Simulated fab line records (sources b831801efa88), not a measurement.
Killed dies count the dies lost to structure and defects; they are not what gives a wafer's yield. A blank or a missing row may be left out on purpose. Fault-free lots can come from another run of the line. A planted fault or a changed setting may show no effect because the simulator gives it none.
The tool behind it: which one? -- flow gf180mcu -- 13 lots, 39 wafers sampled, at 1 step of a route of 602

== WHAT THE GAUGES READ, wafer by wafer ==
GF_POLY_GATE_CD_MEAS_18. Usual: cd nm at 280.8 nm, with a standard deviation of 1.7.
lot,measured,on,cd nm (nm),flag
L546,day 9 14:13,cd sem-01,283.1 280.0 280.2,
L548,day 9 19:28,cd sem-02,279.2 280.4 277.7,
L549,day 10 01:51,cd sem-01,278.2 281.2 279.9,
L552,day 11 03:56,cd sem-01,278.3 282.0 281.1,
L557,day 12 13:14,cd sem-01,283.5 281.1 283.5,
L559,day 13 06:59,cd sem-01,283.7 280.9 284.0,
L560,day 13 15:58,cd sem-02,279.9 280.7 280.9,
L564,day 14 18:25,cd sem-02,279.0 278.4 279.7,
L565,day 15 02:12,cd sem-02,281.4 279.6 280.5,
L566,day 15 08:02,cd sem-01,279.8 279.8 281.4,
L567,day 15 10:23,cd sem-01,283.5 279.8 279.0,
L568,day 16 03:20,cd sem-01,282.6 280.2 282.9,
L569,day 16 04:40,cd sem-01,280.6 279.4 279.3,

== TOOL THAT RAN EACH LOT (tool first, then ch and the chambers of the sampled wafers, then the start) ==
The record holds no process step before these readings.

== AS READ BY THE TOOLS THEMSELVES (means over the sampled wafers that have a number; for cases with no such wafer, the mark the record gives instead) ==
The record holds no such reading with a usual standard deviation.

== THE ANSWER, worked out from the rows above alone ==
Rule: a lot is off if the mean of its wafers that have a number lies more than 3 standard deviations from the usual mean. A lot without any number at a reading at which 4 lots or more have one is off too. Any other lot the step has rows for is counted as sound. After the gauges, taken in route order, come the tools' own readings; for these a lot's mean is taken, as printed above. At the first step where some lot is off, the reading lying furthest off is the one used; lots without a number count as furthest.
No lot is off on any of the readings shown, so nothing can be concluded from this.

== WHAT WAS PUT IN BY THE SIMULATOR ==
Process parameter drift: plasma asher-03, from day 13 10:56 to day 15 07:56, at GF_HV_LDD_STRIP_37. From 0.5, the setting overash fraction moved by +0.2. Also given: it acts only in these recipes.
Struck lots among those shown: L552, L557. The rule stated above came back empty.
